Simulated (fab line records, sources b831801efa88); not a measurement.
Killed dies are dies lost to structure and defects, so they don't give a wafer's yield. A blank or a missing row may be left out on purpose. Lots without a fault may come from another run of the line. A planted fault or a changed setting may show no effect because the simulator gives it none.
Which tool did it? | flow gf180mcu | 11 lots, 31 wafers sampled, at 7 steps of a route of 602

WHAT THE GAUGES READ, wafer by wafer
GF_VT_IMPLANT_RS_MEAS_49: measures by four-point-probe. Usual: MVPSD_RS 1169.6 ohm/sq, standard deviation 2.7.
lot  | measured     | on            | MVPSD_RS (ohm/sq)           | flag
L939 | day 7 19:01  | film_metro-04 | 1168.4 1163.5 1166.4        |
L940 | day 8 03:29  | film_metro-01 | 1171.8 1166.8 1166.6        |
L941 | day 8 08:31  | film_metro-01 | 1175.0 1174.5 1172.1        |
L943 | day 8 22:42  | film_metro-04 | 1169.8 1171.0 1169.4        |
L944 | day 9 03:13  | film_metro-04 | 1168.5 1176.5 1167.3        |
L945 | day 9 10:41  | film_metro-01 | 1171.5 1173.2 1171.1        |
L946 | day 9 15:19  | film_metro-01 | 1170.9 1167.7 1169.9        |
L947 | day 9 23:17  | film_metro-02 | 1171.9 1172.6 1169.5        |
L948 | day 10 06:28 | film_metro-01 | 1181.0 1166.1 1177.5 1168.8 |
L953 | day 11 18:23 | film_metro-01 | 1177.0 1177.3               |
L957 | day 13 07:49 | film_metro-04 | 1168.5 1168.5 1169.9        |

GF_M1_CD_MEAS_14: target cd 230 nm. Usual: cd_nm 229.7 nm, standard deviation 1.1.
lot  | measured     | on        | cd_nm (nm)        | flag
L939 | day 17 13:55 | cd_sem-01 | 229.1 228.2 229.0 |
L940 | day 17 19:50 | cd_sem-01 | 233.8 231.6 232.5 |
L941 | day 18 03:45 | cd_sem-02 | 229.1 228.4 229.3 |
L943 | day 19 06:24 | cd_sem-02 | 229.6 229.3 228.2 |
L944 | day 19 06:38 | cd_sem-02 | 229.2 228.8 229.5 |
L945 | day 19 15:48 | cd_sem-02 | 230.9 228.9 228.9 |
L946 | day 19 21:35 | cd_sem-01 | 230.2 230.4 230.1 |
L947 | day 20 10:37 | cd_sem-02 | 230.9 230.3 232.6 |
L948 | day 20 19:36 | cd_sem-02 | 229.0 229.2       |
L953 | day 22 16:02 | cd_sem-01 | 230.1 229.4       |
L957 | day 24 10:31 | cd_sem-02 | 230.2 230.5 230.4 |

GF_M4_RS_MEAS_05: measures by four-point-probe. Usual: M4_ALCU_RS 0.0697 ohm/sq, standard deviation 0.00097.
lot  | measured     | on            | M4_ALCU_RS (ohm/sq)         | flag
L939 | day 22 22:42 | film_metro-03 | 0.0705 0.0706 0.0692        |
L940 | day 23 13:49 | film_metro-04 | 0.0706 0.0701 0.0711        |
L941 | day 23 11:19 | film_metro-03 | 0.0710 0.0696 0.0690        |
L943 | day 24 14:29 | film_metro-03 | 0.0685 0.0702 0.0687        |
L944 | day 24 14:48 | film_metro-02 | 0.0675 0.0700 0.0684        |
L945 | day 24 21:21 | film_metro-03 | 0.0693 0.0708 0.0697        |
L946 | day 25 01:46 | film_metro-02 | 0.0698 0.0701 0.0690        |
L947 | day 25 14:31 | film_metro-02 | 0.0695 0.0674 0.0697        |
L948 | day 25 22:50 | film_metro-02 | 0.0710 0.0709               |
L953 | day 27 14:08 | film_metro-03 | 0.0693 0.0697 0.0693 0.0698 |
L957 | day 29 02:14 | film_metro-03 | 0.0694 0.0700 0.0694        |

GF_M4_THK_MEAS_06: measures by xrf. Usual: M4_ALCU_THK 446 nm, standard deviation 6.9.
lot  | measured     | on            | M4_ALCU_THK (nm) | flag
L939 | day 22 22:48 | film_metro-03 | 441 443 451      |
L940 | day 23 13:56 | film_metro-04 | 436 437 435      |
L941 | day 23 11:26 | film_metro-03 | 438 446 448      |
L943 | day 24 14:35 | film_metro-03 | 453 445 454      |
L944 | day 24 14:55 | film_metro-02 | 464 451 457      |
L945 | day 24 21:27 | film_metro-03 | 449 437 446      |
L946 | day 25 01:53 | film_metro-02 | 450 446 454      |
L947 | day 25 14:38 | film_metro-02 | 451 465 450      |
L948 | day 25 22:57 | film_metro-02 | 440 443          |
L953 | day 28 01:21 | film_metro-03 | 450 446 449 448  |
L957 | day 29 02:20 | film_metro-03 | 447 445 446      |

WHICH TOOL RAN EACH LOT (tool, then ch and the chambers of the sampled wafers, then the start)
lot  | GF_MVPSD_IMPLANT_09             | GF_SAB_STRIP_13                      | GF_CONTACT_CMP_27
L939 | implanter-03 ch 0, day 5 05:47  | plasma_asher-02 ch 0,1, day 15 13:25 | cmp-01 ch 0,1,2, day 16 14:35
L940 | implanter-01 ch 0, day 5 14:50  | plasma_asher-03 ch 0,1, day 15 19:34 | cmp-02 ch 2,3, day 16 20:08
L941 | implanter-02 ch 0, day 5 19:11  | plasma_asher-02 ch 0,1, day 16 03:09 | cmp-01 ch 0,2,3, day 17 04:13
L943 | implanter-03 ch 0, day 6 07:20  | plasma_asher-03 ch 0,1, day 17 03:31 | cmp-02 ch 0,1,2, day 18 05:11
L944 | implanter-02 ch 0, day 6 10:50  | plasma_asher-02 ch 0,1, day 17 03:49 | cmp-01 ch 0,1,3, day 18 05:45
L945 | implanter-03 ch 0, day 6 17:34  | plasma_asher-03 ch 0,1, day 17 13:39 | cmp-02 ch 0,2, day 18 15:32
L946 | implanter-03 ch 0, day 6 21:52  | plasma_asher-02 ch 0,1, day 17 18:50 | cmp-02 ch 1,2, day 18 20:53
L947 | implanter-01 ch 0, day 7 03:20  | plasma_asher-02 ch 0,1, day 18 07:54 | cmp-02 ch 0,2,3, day 19 10:02
L948 | implanter-03 ch 0, day 7 10:56  | plasma_asher-03 ch 0, day 18 15:52   | cmp-01 ch 1,3, day 19 18:28
L953 | implanter-03 ch 0, day 8 18:17  | plasma_asher-04 ch 1, day 20 14:20   | cmp-01 ch 1,2, day 21 16:02
L957 | implanter-01 ch 0, day 10 02:46 | plasma_asher-04 ch 0,1, day 22 10:06 | cmp-02 ch 0,2,3, day 23 11:53
- GF_MVPSD_IMPLANT_09
- GF_SAB_STRIP_13: strips in O2/N2.
- GF_CONTACT_CMP_27: polishes, stops on SiO2, t overpolish 15 s, target thk 0 nm.

WHAT THE TOOLS THEMSELVES READ (means of the sampled wafers that have a number; where no wafer has one, the mark that the record gives instead)
GF_MVPSD_IMPLANT_09. Usual: faraday_current_uA 28.2, standard deviation 0.56.
lot  | tool         | faraday_current_uA | flag
L939 | implanter-03 | 28.0               |
L940 | implanter-01 | 28.2               |
L941 | implanter-02 | 28.2               |
L943 | implanter-03 | 28.5               |
L944 | implanter-02 | 28.1               |
L945 | implanter-03 | 28.1               |
L946 | implanter-03 | 27.9               |
L947 | implanter-01 | 28.3               |
L948 | implanter-03 | 28.1               |
L953 | implanter-03 | 28.2               |
L957 | implanter-01 | 28.4               |

GF_SAB_STRIP_13. Usual: drypump_motor_current_A 5.5 A, standard deviation 0.47; heater_power_w 335 W, standard deviation 56; oes_product_au 0.710 a.u., standard deviation 0.0045; platen_temp_c 249.99 C, standard deviation 0.17; strip_time_to_endpoint_s 12.61 s, standard deviation 0.033.
lot  | tool            | drypump_motor_current_A (A) | heater_power_w (W) | oes_product_au (a.u.) | platen_temp_c (C) | strip_time_to_endpoint_s (s) | flag
L939 | plasma_asher-02 | 5.2                         | 380                | 0.709                 | 249.88            | 12.60                        |
L940 | plasma_asher-03 | 5.8                         | 277                | 0.707                 | 249.84            | 12.64                        |
L941 | plasma_asher-02 | 5.1                         | 351                | 0.709                 | 250.06            | 12.60                        |
L943 | plasma_asher-03 | 5.7                         | 285                | 0.706                 | 250.02            | 12.55                        |
L944 | plasma_asher-02 | 5.2                         | 379                | 0.708                 | 249.94            | 12.60                        |
L945 | plasma_asher-03 | 5.7                         | 283                | 0.714                 | 249.85            | 12.65                        |
L946 | plasma_asher-02 | 5.2                         | 384                | 0.711                 | 250.00            | 12.60                        |
L947 | plasma_asher-02 | 5.2                         | 344                | 0.707                 | 249.85            | 12.61                        |
L948 | plasma_asher-03 | 5.0                         | 271                | 0.712                 | 249.95            | 12.57                        |
L953 | plasma_asher-04 | 6.2                         | 311                | 0.710                 | 249.94            | 12.59                        |
L957 | plasma_asher-04 | 6.0                         | 347                | 0.708                 | 250.00            | 12.65                        |

GF_CONTACT_CMP_27. Usual: motor_current_A 11.1 A, standard deviation 0.75; overpolish_run_s 15.000 s, standard deviation 0.0086; slurry_filter_dp_kPa 13.51 kPa, standard deviation 0.14; time_to_endpoint_s 70 s, standard deviation 5.5.
lot  | tool   | motor_current_A (A) | overpolish_run_s (s) | slurry_filter_dp_kPa (kPa) | time_to_endpoint_s (s) | flag
L939 | cmp-01 | 11.8                | 15.002               | 13.39                      | 69                     |
L940 | cmp-02 | 11.0                | 14.999               | 13.56                      | 74                     |
L941 | cmp-01 | 10.7                | 15.005               | 13.47                      | 71                     |
L943 | cmp-02 | 11.2                | 15.002               | 13.67                      | 70                     |
L944 | cmp-01 | 10.8                | 15.000               | 13.63                      | 66                     |
L945 | cmp-02 | 11.3                | 15.008               | 13.58                      | 72                     |
L946 | cmp-02 | 11.2                | 14.994               | 13.37                      | 67                     |
L947 | cmp-02 | 11.1                | 15.004               | 13.44                      | 72                     |
L948 | cmp-01 | 10.3                | 14.998               | 13.53                      | 65                     |
L953 | cmp-01 | 11.1                | 14.998               | 13.49                      | 70                     |
L957 | cmp-02 | 11.1                | 14.986               | 13.41                      | 73                     |

THE ANSWER, worked out from the rows above alone
Rule: a lot is off if the mean of its wafers that have a number lies more than 3 standard deviations from the usual mean. A lot without any number at a reading at which 4 lots or more have one is off too. The other lots that the step has rows for count as sound. The gauges are gone through in route order, then the tools' own readings, and for those a lot's mean is taken as printed above. The first step at which some lot is off is used, and at that step the reading that is off furthest; a lot without a number counts as furthest.
No lot is off at any reading shown: from this, nothing can be told.

WHAT THE SIMULATOR HAD PUT IN
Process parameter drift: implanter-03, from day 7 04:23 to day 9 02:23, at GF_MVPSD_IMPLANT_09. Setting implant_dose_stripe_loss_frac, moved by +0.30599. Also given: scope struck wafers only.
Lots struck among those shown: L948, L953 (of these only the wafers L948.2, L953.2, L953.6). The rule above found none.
